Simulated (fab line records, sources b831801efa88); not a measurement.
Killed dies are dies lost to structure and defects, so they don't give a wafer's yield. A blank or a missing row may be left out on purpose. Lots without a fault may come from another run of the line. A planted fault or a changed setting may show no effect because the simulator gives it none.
A struck lot beside a sound one | flow gf180mcu | 14 steps out of a route of 602
Sound: wafers L421.1, L421.3, L421.4. Struck: wafers L427.1, L427.5, L427.6. The cause comes at the end.
At each step with rows: each side's tool, then ch and its chambers, then its first start. Under that, the readings that differ: sound wafers | struck wafers | difference of the means | sigmas: that difference in standard deviations of wafers without a fault.
alike: readings whose means differ by less than 2 such deviations, and words and numbers that are the same on both sides. not compared: withheld readings, readings that some wafer has no value for, bounds like >300 that may hide the same value, and numbers for which the record gives no deviation and whose values overlap.
The two part at a step that has a row with sigmas, a row that says differs or no value, or rows on one side only. Numbers that don't overlap but have no deviation are shown without sigmas and don't part them. A reading that every wafer of one side lacks parts them only if that side has two wafers or more.

GF_PSD_STRIP_10: strips in O2/N2.
  sound on plasma_asher-04 ch 0,1, day 16 01:43; struck on plasma_asher-04 ch 0,1, day 17 17:46
  alike: chamber_pressure_mTorr, drypump_motor_current_A, heater_power_w, oes_product_au, platen_temp_c, strip_time_to_endpoint_s
  not compared: rf_hours_counter_h
GF_PSD_TW_MEAS_11:
  sound on film_metro-03, day 16 01:49; struck on film_metro-03, day 17 17:52
  alike: PSD_TW
then, 1 step without rows for these wafers: GF_PSD_CLEAN_12 (cleans in SC1/SC2, time 150 s).
GF_PSD_RTA_13: time 20 s.
  sound on rtp_anneal-02 ch 0, day 16 01:56; struck on rtp_anneal-02 ch 0, day 17 17:59
  alike: lamp_power_pct, wafer_temp_C_max
GF_PSD_RS_MEAS_14: measures by four-point-probe.
  sound on film_metro-03, day 16 02:01; struck on film_metro-03, day 17 18:04
  alike: NSD_RS
GF_PSD_RS_MEAS_15: measures by four-point-probe.
  sound on film_metro-03, day 16 02:08; struck on film_metro-03, day 17 18:11
  alike: PSD_RS
GF_SAB_CVD_00: deposits SiO2 from TEOS, target thk 50 nm, time 4.9302 s.
  sound on pecvd-02 ch 0,2, day 16 02:15; struck on pecvd-01 ch 0,1,2, day 17 18:18
  alike: heater_power_w
GF_SAB_THK_MEAS_01:
  sound on film_metro-01, day 16 02:16; struck on film_metro-04, day 17 18:19
  alike: SAB_CVD_00_THK
then, 4 steps without rows for these wafers: GF_SAB_DEHYDRATE_02 (time 60 s); GF_SAB_HMDS_03 (prime time 60 s); GF_SAB_COAT_04 (resist thk 1000 nm); GF_SAB_SOFTBAKE_05 (time 60 s).
GF_SAB_EXPOSE_06: exposes mask SAB, target cd 420 nm.
  sound on iline_stepper-01 ch 0, day 16 13:14; struck on iline_stepper-02, day 18 06:23
  no value came back on the struck wafers for exposure_dose_mJ_cm2, focus_offset_nm (nm); on the sound wafers exposure_dose_mJ_cm2 reads 139.84 139.93 139.94
  alike: mask
then, 1 step without rows for these wafers: GF_SAB_PEB_07.

WHERE THEY PART
Only at GF_SAB_EXPOSE_06, within this record.

WHY: what the simulator had put in
Skipped step whole: iline_stepper-02, from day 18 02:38 on, at GF_SAB_EXPOSE_06. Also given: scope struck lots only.
